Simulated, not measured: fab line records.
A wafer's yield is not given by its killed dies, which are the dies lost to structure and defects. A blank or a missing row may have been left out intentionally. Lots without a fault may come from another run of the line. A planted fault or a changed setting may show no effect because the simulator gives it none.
Which tool is to blame? -- flow sky130 -- 38 wafers from 13 lots sampled at 2 of the route's 708 steps

== WHAT EACH GAUGE READ, for each wafer ==
SKY_METAL4_CD_MEAS_13: target cd 300 nm. Usual: 300.0 nm for cdNm, sd 1.6.
lot,measured,on,cdNm (nm),flag
L531,day 41 10:40,cdSem-01,301.2 299.3 301.4,
L532,day 41 21:16,cdSem-02,300.1 301.8 301.0,
L534,day 43 07:10,cdSem-02,298.4 298.5 299.5,
L533,day 43 08:29,cdSem-02,300.0 301.7 302.2,
L535,day 43 08:08,cdSem-02,300.7 300.6 300.3,
L536,day 43 10:14,cdSem-02,297.1 295.1 295.3,
L537,day 43 12:08,cdSem-02,298.4 298.0 299.1,
L539,day 43 20:25,cdSem-01,299.2 299.7 299.8,
L540,day 44 01:46,cdSem-02,300.3 299.3 300.5,
L541,day 44 14:37,cdSem-02,302.7 302.1 301.7,
L552,day 47 07:02,cdSem-02,299.2 298.9 298.1,
L551,day 47 08:07,cdSem-01,299.3 299.9,
L553,day 47 11:02,cdSem-02,299.5 299.6 299.9,

== EACH LOT AND THE TOOL THAT RAN IT (in order: tool; ch and the chambers of the sampled wafers; start) ==
lot,SKY_LDD_HVP_DEVELOP_06
L531,"lithoTrack-03 ch 0, day 21 06:50"
L532,"lithoTrack-03 ch 0, day 21 22:35"
L534,"lithoTrack-02 ch 0, day 22 14:23"
L533,"lithoTrack-03 ch 0, day 22 15:12"
L535,"lithoTrack-01 ch 0, day 22 20:44"
L536,"lithoTrack-01 ch 0, day 23 01:29"
L537,"lithoTrack-03 ch 0, day 24 00:50"
L539,"lithoTrack-02 ch 0, day 24 11:29"
L540,"lithoTrack-01 ch 0, day 24 18:15"
L541,"lithoTrack-02 ch 0, day 25 06:47"
L552,"lithoTrack-02 ch 0, day 28 21:01"
L551,"lithoTrack-03 ch 0, day 29 01:44"
L553,"lithoTrack-01 ch 0, day 29 07:52"
- SKY_LDD_HVP_DEVELOP_06: develop time 60 s.

== WHAT THE TOOLS THEMSELVES READ (means of the sampled wafers that have a number; where no wafer has one, the mark that the record gives instead) ==
SKY_LDD_HVP_DEVELOP_06. Usual: 22.99 C for developerTempC, sd 0.1.
lot,tool,developerTempC (C),flag
L531,lithoTrack-03,22.99,
L532,lithoTrack-03,22.86,
L534,lithoTrack-02,23.02,
L533,lithoTrack-03,22.83,
L535,lithoTrack-01,23.14,
L536,lithoTrack-01,22.88,
L537,lithoTrack-03,22.91,
L539,lithoTrack-02,23.02,
L540,lithoTrack-01,23.06,
L541,lithoTrack-02,23.04,
L552,lithoTrack-02,23.02,
L551,lithoTrack-03,23.06,
L553,lithoTrack-01,23.05,

== THE ANSWER, worked out from the rows above alone ==
Rule: a lot counts as off when the mean over its wafers that have a number is more than 3 standard deviations away from the usual mean. A lot without any number at a reading at which 4 lots or more have one is off too. Where the step has rows for the other lots, those lots are counted as sound. The gauges are gone through in route order, then the tools' own readings, and for those a lot's mean is taken as printed above. At the first step where some lot is off, the reading lying furthest off is the one used; lots without a number count as furthest.
Nothing can be told from this: no lot is off at any reading shown.

== WHAT HAD BEEN PUT IN BY THE SIMULATOR ==
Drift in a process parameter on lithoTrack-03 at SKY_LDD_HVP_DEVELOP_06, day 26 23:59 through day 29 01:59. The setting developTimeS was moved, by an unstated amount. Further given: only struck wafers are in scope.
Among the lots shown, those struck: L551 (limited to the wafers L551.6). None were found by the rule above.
